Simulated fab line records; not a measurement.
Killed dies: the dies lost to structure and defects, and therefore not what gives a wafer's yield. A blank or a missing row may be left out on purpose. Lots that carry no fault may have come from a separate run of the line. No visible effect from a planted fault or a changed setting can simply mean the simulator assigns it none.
Which tool did it? ; flow sky130 ; 24 lots with 72 wafers sampled at 6 steps, on a route of 708 steps

## WHAT THE GAUGES READ, wafer by wafer
SKY_NWELL_TW_MEAS_15.
lot;measured;on;NWELL_TW
L074;day 4 18:08;filmMetro-01;1826 1822 1829
L075;day 4 20:11;filmMetro-02;1788 1788 1788
L076;day 5 02:16;filmMetro-03;1796 1811 1808
L077;day 5 04:34;filmMetro-02;1804 1805 1803
L078;day 5 09:49;filmMetro-02;1819 1821 1816
L079;day 5 21:13;filmMetro-01;1847 1836 1837
L080;day 5 22:19;filmMetro-02;1818 1823 1812
L081;day 6 02:26;filmMetro-02;1795 1791 1802
L082;day 6 09:08;filmMetro-03;1819 1815 1820
L083;day 6 14:52;filmMetro-02;1799 1803 1797
L084;day 6 19:07;filmMetro-01;1819 1828 1829
L085;day 7 01:07;filmMetro-02;1797 1797 1795
L086;day 7 07:55;filmMetro-02;1783 1778 1794
L087;day 7 13:34;filmMetro-03;1812 1826 1823
L088;day 7 18:21;filmMetro-01;1830 1825 1825
L089;day 7 22:17;filmMetro-01;1826 1837 1834
L090;day 8 04:22;filmMetro-03;1813 1818 1827
L091;day 8 13:29;filmMetro-01;1826 1821 1820
L092;day 8 22:26;filmMetro-01;1808 1820 1822
L097;day 10 13:55;filmMetro-03;1816 1800 1807
L094;day 10 14:08;filmMetro-03;1802 1799 1801
L095;day 10 15:04;filmMetro-03;1801 1805 1807
L096;day 10 15:08;filmMetro-01;1819 1810 1815
L093;day 10 15:26;filmMetro-03;1806 1815 1810

SKY_VT_ADJUST_NCORE_CD_MEAS_07 targets a cd of 380 nm.
lot;measured;on;cdNm (nm)
L074;day 8 14:11;cdSem-02;378.2 377.4 378.1
L075;day 8 16:11;cdSem-02;380.9 377.4 379.2
L076;day 8 23:30;cdSem-02;378.7 378.6 380.7
L077;day 9 00:39;cdSem-01;385.4 385.4 383.9
L078;day 9 06:35;cdSem-02;379.9 382.3 382.2
L079;day 9 21:46;cdSem-02;376.0 380.7 381.3
L080;day 9 22:56;cdSem-01;377.6 378.9 377.3
L081;day 10 04:07;cdSem-02;380.1 380.9 378.4
L082;day 10 12:29;cdSem-01;380.1 379.1 379.9
L083;day 10 22:20;cdSem-02;382.1 381.9 382.0
L084;day 11 05:57;cdSem-02;384.1 381.8 381.9
L085;day 11 12:11;cdSem-01;381.4 380.8 380.2
L086;day 11 21:16;cdSem-01;379.9 378.5 378.5
L087;day 12 02:17;cdSem-01;380.2 379.2 381.0
L088;day 12 10:35;cdSem-02;383.7 381.9 383.6
L089;day 12 12:26;cdSem-01;382.1 382.3 382.1
L090;day 12 22:35;cdSem-01;379.1 380.2 381.0
L091;day 13 10:01;cdSem-01;378.5 380.3 380.3
L092;day 13 18:36;cdSem-01;380.4 380.6 382.7
L097;day 15 19:11;cdSem-01;378.8 380.3 380.4
L094;day 15 20:56;cdSem-01;380.1 378.7 379.0
L095;day 15 21:27;cdSem-01;379.7 379.5 381.2
L096;day 15 22:10;cdSem-02;381.5 381.7 381.9
L093;day 15 22:49;cdSem-01;378.1 377.2 376.2

SKY_VT_ADJUST_NCORE_OVL_MEAS_08.
lot;measured;on;VT_ADJUST_NCORE_OVL (nm)
L074;day 8 14:16;overlay-01;0.2 0.8 1.8
L075;day 8 16:17;overlay-01;1.0 -0.6 -0.6
L076;day 8 23:37;overlay-02;2.9 1.8 1.2
L077;day 9 00:46;overlay-01;1.7 0.5 0.5
L078;day 9 06:42;overlay-01;-0.9 -2.5 -1.2
L079;day 9 21:52;overlay-02;0.3 1.0 0.8
L080;day 9 23:04;overlay-02;1.3 1.3 0.9
L081;day 10 04:13;overlay-01;1.5 0.4 1.5
L082;day 10 12:35;overlay-01;1.2 0.0 3.1
L083;day 10 22:28;overlay-01;-1.7 -1.3 -0.1
L084;day 11 06:04;overlay-01;1.2 0.4 0.6
L085;day 11 12:19;overlay-01;0.0 3.1 1.6
L086;day 11 21:22;overlay-02;-0.4 2.3 1.4
L087;day 12 02:25;overlay-01;0.7 -1.5 -2.3
L088;day 12 10:43;overlay-02;-0.6 0.3 0.6
L089;day 12 12:33;overlay-01;-0.2 0.6 -2.1
L090;day 12 22:43;overlay-01;0.8 1.7 0.0
L091;day 13 10:07;overlay-02;0.8 -0.2 -0.2
L092;day 13 18:40;overlay-02;1.3 1.5 2.5
L097;day 15 19:19;overlay-01;0.8 1.4 -0.3
L094;day 15 21:01;overlay-01;1.2 1.1 2.8
L095;day 15 21:34;overlay-02;1.8 1.2 2.5
L096;day 15 22:16;overlay-02;1.1 -0.7 1.6
L093;day 15 22:55;overlay-02;0.3 1.1 -0.9

SKY_SONOS_TUNNEL_TW_MEAS_12.
lot;measured;on;SONOS_TUNNEL_TW
L074;day 11 09:53;filmMetro-04;197.8 198.2 197.5
L075;day 11 11:09;filmMetro-01;195.6 196.0 195.8
L076;day 11 20:45;filmMetro-01;195.4 195.5 196.4
L077;day 11 21:56;filmMetro-01;195.2 196.1 194.7
L078;day 12 03:27;filmMetro-01;195.4 195.9 195.1
L079;day 12 21:12;filmMetro-04;199.8 198.7 199.5
L080;day 12 23:32;filmMetro-04;199.8 200.1 198.7
L081;day 13 04:52;filmMetro-04;197.8 198.5 198.7
L082;day 13 13:36;filmMetro-01;196.4 194.5 196.4
L083;day 13 23:22;filmMetro-04;199.3 198.6 197.0
L084;day 14 09:27;filmMetro-01;196.0 197.4 196.7
L085;day 14 16:02;filmMetro-01;196.9 195.0 196.6
L086;day 15 01:35;filmMetro-01;196.2 196.0 195.8
L087;day 15 08:28;filmMetro-04;197.1 197.5 198.1
L088;day 15 17:19;filmMetro-01;196.5 197.4 196.3
L089;day 15 20:23;filmMetro-04;198.8 198.7 198.7
L090;day 16 06:48;filmMetro-04;197.7 197.8 198.1
L091;day 16 18:59;filmMetro-01;196.0 195.8 195.9
L092;day 17 05:31;filmMetro-04;197.7 197.6 197.1
L097;day 19 12:51;filmMetro-04;197.5 197.5 197.6
L094;day 19 15:31;filmMetro-01;197.3 196.6 198.2
L095;day 19 15:55;filmMetro-04;198.6 197.8 198.5
L096;day 19 16:49;filmMetro-04;198.3 198.3 197.7
L093;day 19 17:08;filmMetro-04;197.9 197.9 198.8

SKY_SONOS_ONO_THK_MEAS_03.
lot;measured;on;SONOS_ONO_CVD_02_THK (nm)
L074;day 11 12:25;filmMetro-03;10.90 10.77 10.93
L075;day 11 15:17;filmMetro-04;10.72 10.53 10.65
L076;day 11 23:50;filmMetro-01;10.73 10.62 10.50
L077;day 12 02:40;filmMetro-03;10.59 10.63 10.58
L078;day 12 08:13;filmMetro-04;10.26 10.47 10.31
L079;day 13 01:47;filmMetro-01;10.67 10.49 10.49
L080;day 13 02:52;filmMetro-03;10.61 10.74 10.64
L081;day 13 11:56;filmMetro-04;10.51 10.46 10.46
L082;day 13 18:11;filmMetro-01;10.55 10.45 10.50
L083;day 14 08:07;filmMetro-01;10.68 10.55 10.59
L084;day 14 15:26;filmMetro-04;10.56 10.44 10.46
L085;day 14 18:39;filmMetro-04;10.55 10.56 10.68
L086;day 15 06:23;filmMetro-04;10.52 10.41 10.60
L087;day 15 12:18;filmMetro-04;10.54 10.62 10.67
L088;day 15 20:31;filmMetro-03;10.64 10.70 10.74
L089;day 16 01:55;filmMetro-04;10.76 10.59 10.77
L090;day 16 09:23;filmMetro-04;10.60 10.51 10.63
L091;day 16 23:28;filmMetro-04;10.37 10.36 10.51
L092;day 17 09:56;filmMetro-01;10.50 10.62 10.65
L097;day 19 15:23;filmMetro-04;10.30 10.38 10.36
L094;day 19 18:02;filmMetro-03;10.49 10.61 10.58
L095;day 19 21:11;filmMetro-01;10.55 10.51 10.70
L096;day 19 21:13;filmMetro-04;10.73 10.64 10.70
L093;day 19 21:12;filmMetro-03;10.70 10.69 10.64

## WHICH TOOL RAN EACH LOT (tool, then ch and the chambers of the sampled wafers, then the start)
lot;SKY_NWELL_STRIP_14
L074;plasmaAsher-02 ch 0,1, day 4 18:02
L075;plasmaAsher-04 ch 0,1, day 4 20:06
L076;plasmaAsher-02 ch 0,1, day 5 02:10
L077;plasmaAsher-02 ch 0, day 5 04:28
L078;plasmaAsher-04 ch 0,1, day 5 09:43
L079;plasmaAsher-02 ch 0,1, day 5 21:07
L080;plasmaAsher-04 ch 0,1, day 5 22:13
L081;plasmaAsher-01 ch 0,1, day 6 02:22
L082;plasmaAsher-02 ch 0,1, day 6 09:02
L083;plasmaAsher-02 ch 0,1, day 6 14:46
L084;plasmaAsher-01 ch 0,1, day 6 19:01
L085;plasmaAsher-02 ch 0,1, day 7 01:01
L086;plasmaAsher-01 ch 0,1, day 7 07:49
L087;plasmaAsher-04 ch 0,1, day 7 13:28
L088;plasmaAsher-01 ch 0,1, day 7 18:13
L089;plasmaAsher-02 ch 1, day 7 22:10
L090;plasmaAsher-01 ch 0, day 8 04:16
L091;plasmaAsher-02 ch 0,1, day 8 13:22
L092;plasmaAsher-01 ch 0,1, day 8 22:20
L097;plasmaAsher-04 ch 0,1, day 10 13:49
L094;plasmaAsher-01 ch 0,1, day 10 14:03
L095;plasmaAsher-02 ch 1, day 10 14:58
L096;plasmaAsher-04 ch 0,1, day 10 15:01
L093;plasmaAsher-01 ch 0,1, day 10 15:19
- SKY_NWELL_STRIP_14: strips in O2/N2.

## WHAT THE TOOLS THEMSELVES READ (means of the sampled wafers that have a number; where no wafer has one, the mark that the record gives instead)
SKY_NWELL_STRIP_14.
lot;tool;drypumpMotorCurrentA (A);oesProductAu (a.u.);stripTimeToEndpointS (s)
L074;plasmaAsher-02;5.7;0.718;36.90
L075;plasmaAsher-04;5.7;0.725;37.00
L076;plasmaAsher-02;6.1;0.724;36.89
L077;plasmaAsher-02;5.2;0.723;36.87
L078;plasmaAsher-04;5.7;0.722;36.87
L079;plasmaAsher-02;6.1;0.720;37.00
L080;plasmaAsher-04;6.1;0.724;36.93
L081;plasmaAsher-01;6.3;0.721;36.98
L082;plasmaAsher-02;5.6;0.721;36.96
L083;plasmaAsher-02;5.7;0.722;36.75
L084;plasmaAsher-01;6.0;0.723;36.98
L085;plasmaAsher-02;6.1;0.723;36.92
L086;plasmaAsher-01;6.0;0.726;36.99
L087;plasmaAsher-04;5.7;0.720;36.87
L088;plasmaAsher-01;6.0;0.719;36.98
L089;plasmaAsher-02;6.5;0.723;36.91
L090;plasmaAsher-01;5.8;0.728;36.99
L091;plasmaAsher-02;6.1;0.720;36.95
L092;plasmaAsher-01;6.0;0.721;37.04
L097;plasmaAsher-04;6.1;0.717;36.98
L094;plasmaAsher-01;6.0;0.725;36.87
L095;plasmaAsher-02;6.6;0.724;37.04
L096;plasmaAsher-04;6.1;0.722;36.97
L093;plasmaAsher-01;6.3;0.718;36.97

## THE ANSWER, worked out from the rows above alone
Rule: usual is defined by the lots themselves. The widest of any qualifying gaps counts: lots, ordered by their means at a reading, are off when they make up no more than a third of the lots, leave a main group of 4 or more, and stand apart from it by 3 or more times the standard deviation of that group's means. If all means in a main group match to the digits the tables above print for the reading, that group is not used. A lot without any number at a reading at which 4 lots or more have one is off too. Where the step has rows for the other lots, those lots are counted as sound. Order of review: gauges by route order, followed by the tools' own readings, for which a lot's mean as printed above is used. The first step at which some lot is off is used, and at that step the reading that is off furthest; a lot without a number counts as furthest.
None of the lots is off at any reading shown; this tells nothing.

## WHAT WAS PUT IN BY THE SIMULATOR
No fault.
